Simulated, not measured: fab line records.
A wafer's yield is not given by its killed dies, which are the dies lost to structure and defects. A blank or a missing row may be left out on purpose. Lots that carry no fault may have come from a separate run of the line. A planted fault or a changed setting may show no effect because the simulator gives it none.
The tool behind it: which one? + flow gf180mcu + 18 wafers from 6 lots sampled at 2 of the route's 602 steps

WHAT THE GAUGES SHOWED, per wafer
GF_M2_THK_MEAS_06: measures by xrf.
| lot  | measured     | on           | M2_ALCU_THK (nm) |
|------|--------------|--------------|------------------|
| L110 | day 19 18:50 | filmMetro-04 | 451 443 442      |
| L116 | day 22 08:56 | filmMetro-01 | 446 438 446      |
| L119 | day 23 06:37 | filmMetro-01 | 451 453 445      |
| L123 | day 24 10:56 | filmMetro-01 | 444 444 442      |
| L125 | day 25 00:10 | filmMetro-02 | 447 447 446      |
| L129 | day 26 07:19 | filmMetro-04 | 446 448 440      |

WHICH TOOL RAN EACH LOT (tool, then ch and the chambers of the sampled wafers, then the start)
| lot  | GF_V1_CMP_26                  |
|------|-------------------------------|
| L110 | cmp-02 ch 0,2,3, day 19 18:16 |
| L116 | cmp-02 ch 0,1, day 22 08:16   |
| L119 | cmp-01 ch 2,3, day 23 06:00   |
| L123 | cmp-02 ch 0,3, day 24 10:15   |
| L125 | cmp-02 ch 0,2,3, day 24 23:32 |
| L129 | cmp-02 ch 1,2, day 26 06:39   |
- GF_V1_CMP_26: polishes, stops on SiO2, t overpolish 15 s, target thk 0 nm.

THE ANSWER, worked out from the rows above alone
Rule: the usual values come from the lots themselves. Put in order of their means at a reading, lots are off if they are a third of the lots or fewer, leave a main group of 4 or more, and stand apart from it by a gap of 3 or more times the standard deviation of the main group's means; of several such gaps the widest counts. A main group is skipped when, at the precision printed for the reading in the tables above, its means are all equal. A lot without any number at a reading at which 4 lots or more have one is off too. Where the step has rows for the other lots, those lots are counted as sound.
No lot is off on any of the readings shown, so nothing can be concluded from this.

WHAT THE SIMULATOR HAD INSERTED
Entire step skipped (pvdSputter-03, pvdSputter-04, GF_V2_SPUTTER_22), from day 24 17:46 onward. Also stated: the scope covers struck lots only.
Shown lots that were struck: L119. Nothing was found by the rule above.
